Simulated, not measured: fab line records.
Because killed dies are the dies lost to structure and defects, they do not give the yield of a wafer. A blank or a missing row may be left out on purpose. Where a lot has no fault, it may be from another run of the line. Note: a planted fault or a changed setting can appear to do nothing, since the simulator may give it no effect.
A lot that was struck, set against a sound lot :: flow sky130 :: 16 steps out of a route of 708
Sound: these wafers, L331.3, L331.4, L331.5. Wafers struck: L336.2, L336.4, L336.6. The cause is given at the end.
For every step that has rows: the tool of each side, followed by ch and its chambers, followed by its first start. Under that, the readings that differ: sound wafers :: struck wafers :: difference of the means :: sigmas: that difference in standard deviations of wafers without a fault.
alike: a reading whose means differ by less than 2 such deviations, as well as words and numbers matching on both sides. not compared: withheld readings; readings where some wafer has no value; bounds like >300 that might hide an equal value; numbers whose values overlap and for which the record gives no deviation.
A row with sigmas, a row that says differs or no value, or rows on one side alone: a step with any of these is where the two part. Non-overlapping numbers with no deviation appear without sigmas and do not part them. Lack of a reading on every wafer of one side parts them only where that side has two or more wafers.

SKY_VT_ADJUST_HVTP_OVL_MEAS_08:
  struck on overlay-02, day 10 12:31; sound on overlay-02, day 9 09:41
  alike: VT_ADJUST_HVTP_OVL
then, 1 step without rows for these wafers: SKY_VT_ADJUST_HVTP_IMPLANT_09.
SKY_VT_ADJUST_HVTP_STRIP_10: strips in O2/N2.
  sound on plasmaAsher-02 ch 0,1, day 9 09:53; struck on plasmaAsher-03 ch 0,1, day 10 12:42
reading: drypumpMotorCurrentA (A)
sound: 5.9 6.4 6.4
struck: 4.9 4.9 4.9
difference: -1.3
sigmas: -2
  alike: oesProductAu, stripTimeToEndpointS
  not compared: rfHoursCounterH
SKY_VT_ADJUST_HVTP_TW_MEAS_11:
  struck on filmMetro-02, day 10 12:49; sound on filmMetro-02, day 9 09:58
  alike: VT_ADJUST_HVTP_TW
then, 7 steps without rows for these wafers: SKY_VT_ADJUST_LVTN_DEHYDRATE_00 (time 60 s); SKY_VT_ADJUST_LVTN_HMDS_01 (prime time 60 s); SKY_VT_ADJUST_LVTN_COAT_02 (resist thk 3000 nm); SKY_VT_ADJUST_LVTN_SOFTBAKE_03; SKY_VT_ADJUST_LVTN_EXPOSE_04 (exposes mask NWM COMPLEMENT LESS NATIVE, target cd 840 nm); SKY_VT_ADJUST_LVTN_PEB_05; SKY_VT_ADJUST_LVTN_DEVELOP_06 (develop time 60 s).
SKY_VT_ADJUST_LVTN_OVL_MEAS_07:
  struck on overlay-01, day 11 10:51; sound on overlay-01, day 10 07:40
  alike: VT_ADJUST_LVTN_OVL
SKY_VT_ADJUST_LVTN_IMPLANT_08:
  struck on implanter-04, day 11 10:55; sound on implanter-04 ch 0, day 10 07:44
  no value came back on the struck wafers for beamEnergyKeV, beamOnS (s); on the sound wafers beamEnergyKeV reads 29.987 29.994 30.000
SKY_VT_ADJUST_LVTN_STRIP_09: strips in O2/N2.
  sound on plasmaAsher-04 ch 0,1, day 10 07:52; struck on plasmaAsher-02 ch 0,1, day 11 11:02
  alike: drypumpMotorCurrentA, oesProductAu, stripTimeToEndpointS
  not compared: rfHoursCounterH
SKY_VT_ADJUST_LVTN_TW_MEAS_10:
  struck on filmMetro-01, day 11 11:08; sound on filmMetro-02, day 10 07:57
reading: VT_ADJUST_LVTN_TW
sound: 243.5 243.0 242.1
struck: 30.2 30.3 30.3
difference: -212.6
sigmas: -99 or more
then, 1 step without rows for these wafers: SKY_VT_ADJUST_LVTN_DEHYDRATE_11 (time 60 s).

== WHERE THEY PART ==
First at SKY_VT_ADJUST_HVTP_STRIP_10; last, within this record, at SKY_VT_ADJUST_LVTN_TW_MEAS_10.

WHY: the cause the simulator had injected
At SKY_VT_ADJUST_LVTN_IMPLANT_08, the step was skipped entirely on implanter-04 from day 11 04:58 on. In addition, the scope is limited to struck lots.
